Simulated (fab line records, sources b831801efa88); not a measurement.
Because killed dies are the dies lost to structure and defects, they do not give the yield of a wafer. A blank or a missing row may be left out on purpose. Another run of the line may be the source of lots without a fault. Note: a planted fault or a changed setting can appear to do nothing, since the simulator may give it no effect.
Which of the tools did it? :: flow gf180mcu :: Sampling: 13 lots, 39 wafers, 6 of 602 route steps

## WHAT THE GAUGES SHOWED, per wafer
GF_POLY_GATE_CD_MEAS_18. Usual: cd nm reads 280.0 nm (standard deviation 1.6).
lot: L372
measured: day 9 08:34
on: cd sem-02
cd nm (nm): 280.7 280.5 280.3
flag: 

lot: L374
measured: day 9 23:41
on: cd sem-01
cd nm (nm): 278.8 282.0 281.3
flag: 

lot: L377
measured: day 10 21:23
on: cd sem-01
cd nm (nm): 279.3 278.6 279.7
flag: 

lot: L380
measured: day 11 19:17
on: cd sem-02
cd nm (nm): 278.6 280.5 280.7
flag: 

lot: L381
measured: day 12 01:59
on: cd sem-02
cd nm (nm): 279.0 280.4 279.8
flag: 

lot: L385
measured: day 13 06:35
on: cd sem-01
cd nm (nm): 276.6 277.3 278.0
flag: 

lot: L387
measured: day 13 19:53
on: cd sem-01
cd nm (nm): 278.4 277.9 280.6
flag: 

lot: L388
measured: day 14 00:44
on: cd sem-01
cd nm (nm): 280.8 281.0 279.0
flag: 

lot: L389
measured: day 14 04:05
on: cd sem-02
cd nm (nm): 280.0 282.0 279.2
flag: 

lot: L390
measured: day 14 10:50
on: cd sem-01
cd nm (nm): 280.1 280.8 282.0
flag: 

lot: L391
measured: day 14 16:22
on: cd sem-01
cd nm (nm): 282.5 282.1 284.0
flag: 

lot: L392
measured: day 14 21:31
on: cd sem-02
cd nm (nm): 281.2 282.0 281.1
flag: 

lot: L394
measured: day 15 16:13
on: cd sem-01
cd nm (nm): 279.2 279.4 279.2
flag: 

GF_HV_LDD_TW_MEAS_23. Usual: for HV_LDD_2_TW the level is 1041 and the standard deviation is 9.3.
lot: L372
measured: day 10 20:56
on: film metro-04
HV_LDD_2_TW: 1035 1036 1034
flag: 

lot: L374
measured: day 11 11:17
on: film metro-02
HV_LDD_2_TW: 1047 1051 1045
flag: 

lot: L377
measured: day 12 10:41
on: film metro-03
HV_LDD_2_TW: 1042 1044 1045
flag: 

lot: L380
measured: day 13 09:58
on: film metro-03
HV_LDD_2_TW: 1048 1049 1050
flag: 

lot: L381
measured: day 13 17:29
on: film metro-04
HV_LDD_2_TW: 1032 1033 1040
flag: 

lot: L385
measured: day 15 00:46
on: film metro-02
HV_LDD_2_TW: 1052 1050 1055
flag: 

lot: L387
measured: day 15 15:12
on: film metro-04
HV_LDD_2_TW: 1032 1028 1029
flag: 

lot: L388
measured: day 15 19:26
on: film metro-04
HV_LDD_2_TW: 1032 1028 1032
flag: 

lot: L389
measured: day 15 23:26
on: film metro-04
HV_LDD_2_TW: 1030 1032 1031
flag: 

lot: L390
measured: day 16 06:04
on: film metro-03
HV_LDD_2_TW: 1042 1050 1045
flag: 

lot: L391
measured: day 16 12:16
on: film metro-04
HV_LDD_2_TW: 1035 1033 1031
flag: 

lot: L392
measured: day 16 17:19
on: film metro-04
HV_LDD_2_TW: 1031 1034 1036
flag: 

lot: L394
measured: day 17 14:10
on: film metro-03
HV_LDD_2_TW: 1052 1054 1057
flag: 

GF_HV_LDD_CD_MEAS_46: the cd target is 400 nm. Usual: cd nm reads 400.7 nm (standard deviation 2.4).
lot: L372
measured: day 12 09:38
on: cd sem-01
cd nm (nm): 400.5 402.0 401.8
flag: 

lot: L374
measured: day 13 01:26
on: cd sem-02
cd nm (nm): 397.6 401.5 398.4
flag: 

lot: L377
measured: day 14 02:54
on: cd sem-01
cd nm (nm): 408.6 407.8 405.1
flag: 

lot: L380
measured: day 15 04:16
on: cd sem-02
cd nm (nm): 401.0 402.0 401.9
flag: 

lot: L381
measured: day 15 12:07
on: cd sem-01
cd nm (nm): - - -
flag: OFF

lot: L385
measured: day 16 20:43
on: cd sem-02
cd nm (nm): 399.9 402.2 401.9
flag: 

lot: L387
measured: day 17 12:53
on: cd sem-01
cd nm (nm): 398.3 399.1 399.0
flag: 

lot: L388
measured: day 17 16:38
on: cd sem-02
cd nm (nm): 398.0 398.2 398.3
flag: 

lot: L389
measured: day 17 19:53
on: cd sem-02
cd nm (nm): 402.8 400.8 402.5
flag: 

lot: L390
measured: day 18 04:51
on: cd sem-01
cd nm (nm): 398.6 396.1 398.1
flag: 

lot: L391
measured: day 18 10:13
on: cd sem-01
cd nm (nm): 398.2 400.4 400.7
flag: 

lot: L392
measured: day 18 16:49
on: cd sem-02
cd nm (nm): 401.0 399.7 400.9
flag: 

lot: L394
measured: day 19 14:30
on: cd sem-02
cd nm (nm): 399.4 400.7 402.9
flag: 

GF_HV_LDD_TW_MEAS_50. Usual: for HV_LDD_4_TW the level is 573 and the standard deviation is 4.4.
lot: L372
measured: day 12 10:01
on: film metro-02
HV_LDD_4_TW: 570 572 573
flag: 

lot: L374
measured: day 13 01:49
on: film metro-03
HV_LDD_4_TW: 576 574 576
flag: 

lot: L377
measured: day 14 03:17
on: film metro-03
HV_LDD_4_TW: 578 578 576
flag: 

lot: L380
measured: day 15 04:40
on: film metro-03
HV_LDD_4_TW: 575 575 577
flag: 

lot: L381
measured: day 15 12:29
on: film metro-02
HV_LDD_4_TW: 30 30 30
flag: OFF

lot: L385
measured: day 16 21:07
on: film metro-04
HV_LDD_4_TW: 562 566 567
flag: 

lot: L387
measured: day 17 13:17
on: film metro-02
HV_LDD_4_TW: 573 572 573
flag: 

lot: L388
measured: day 17 17:02
on: film metro-04
HV_LDD_4_TW: 569 564 564
flag: 

lot: L389
measured: day 17 20:17
on: film metro-04
HV_LDD_4_TW: 563 562 562
flag: 

lot: L390
measured: day 18 05:16
on: film metro-03
HV_LDD_4_TW: 572 578 574
flag: 

lot: L391
measured: day 18 10:37
on: film metro-02
HV_LDD_4_TW: 577 576 573
flag: 

lot: L392
measured: day 18 17:13
on: film metro-03
HV_LDD_4_TW: 576 573 575
flag: 

lot: L394
measured: day 19 14:55
on: film metro-02
HV_LDD_4_TW: 578 572 573
flag: 

GF_PSD_TW_MEAS_11. Usual: for PSD_TW the level is 3181 and the standard deviation is 29.
lot: L372
measured: day 14 05:40
on: film metro-03
PSD_TW: 3196 3190 3211
flag: 

lot: L374
measured: day 14 21:59
on: film metro-01
PSD_TW: 3171 3173 3166
flag: 

lot: L377
measured: day 16 01:56
on: film metro-04
PSD_TW: 3170 3156 3153
flag: 

lot: L380
measured: day 17 04:22
on: film metro-03
PSD_TW: 3220 3209 3201
flag: 

lot: L385
measured: day 18 22:04
on: film metro-04
PSD_TW: 3134 3136 3142
flag: 

lot: L387
measured: day 19 16:48
on: film metro-01
PSD_TW: 3174 3163 3191
flag: 

lot: L388
measured: day 19 19:41
on: film metro-04
PSD_TW: 3152 3115 3122
flag: 

lot: L389
measured: day 19 23:26
on: film metro-03
PSD_TW: 3183 3189 3192
flag: 

lot: L390
measured: day 20 08:55
on: film metro-03
PSD_TW: 3186 3210 3207
flag: 

lot: L391
measured: day 20 13:46
on: film metro-01
PSD_TW: 3148 3151 3140
flag: 

lot: L392
measured: day 20 20:55
on: film metro-04
PSD_TW: 3149 3156 3163
flag: 

lot: L394
measured: day 21 18:04
on: film metro-03
PSD_TW: 3220 3215 3207
flag: 

## WHAT TOOL EACH LOT RAN ON (gives the tool, then ch and the chambers of the sampled wafers, and finally the start)
lot: L372
GF_HV_LDD_EXPOSE_43: iline stepper-02 ch 0, day 11 23:56

lot: L374
GF_HV_LDD_EXPOSE_43: iline stepper-02 ch 0, day 12 15:39

lot: L377
GF_HV_LDD_EXPOSE_43: iline stepper-02 ch 0, day 13 15:56

lot: L380
GF_HV_LDD_EXPOSE_43: iline stepper-02 ch 0, day 14 17:05

lot: L381
GF_HV_LDD_EXPOSE_43: iline stepper-02 ch 0, day 15 02:13

lot: L385
GF_HV_LDD_EXPOSE_43: iline stepper-01 ch 0, day 16 09:59

lot: L387
GF_HV_LDD_EXPOSE_43: iline stepper-01 ch 0, day 17 01:49

lot: L388
GF_HV_LDD_EXPOSE_43: iline stepper-01 ch 0, day 17 05:53

lot: L389
GF_HV_LDD_EXPOSE_43: iline stepper-01 ch 0, day 17 09:02

lot: L390
GF_HV_LDD_EXPOSE_43: iline stepper-02 ch 0, day 17 16:59

lot: L391
GF_HV_LDD_EXPOSE_43: iline stepper-02 ch 0, day 17 22:49

lot: L392
GF_HV_LDD_EXPOSE_43: iline stepper-02 ch 0, day 18 05:23

lot: L394
GF_HV_LDD_EXPOSE_43: iline stepper-01 ch 0, day 19 02:39
- GF_HV_LDD_EXPOSE_43: exposes mask Pplus HV AREA, target cd 400 nm.

## AS READ BY THE TOOLS THEMSELVES (means over the sampled wafers that have a number; for cases with no such wafer, the mark the record gives instead)
The record holds no such reading with a usual standard deviation.

## THE ANSWER, worked out from the rows above alone
Rule: lot off if the mean of its wafers having a number is beyond 3 standard deviations from the usual mean. Also off: a lot with no number at a reading for which 4 or more lots have one. The other lots that the step has rows for count as sound. After the gauges, taken in route order, come the tools' own readings; for these a lot's mean is taken, as printed above. The first step at which some lot is off is used, and at that step the reading that is off furthest; a lot without a number counts as furthest.
Off: L381, at GF_HV_LDD_CD_MEAS_46 (cd nm). Without a number there: L381.
A tool fits if, at a process step before that reading, it ran every lot that is off, and no sound lot after the first of them. The gauges at GF_HV_LDD_CD_MEAS_46 aren't tried: what is off there is off at GF_HV_LDD_TW_MEAS_50 too, on other tools, and a gauge's error can't cause that. Of those tried, none fits.

## WHAT HAD BEEN PUT IN BY THE SIMULATOR
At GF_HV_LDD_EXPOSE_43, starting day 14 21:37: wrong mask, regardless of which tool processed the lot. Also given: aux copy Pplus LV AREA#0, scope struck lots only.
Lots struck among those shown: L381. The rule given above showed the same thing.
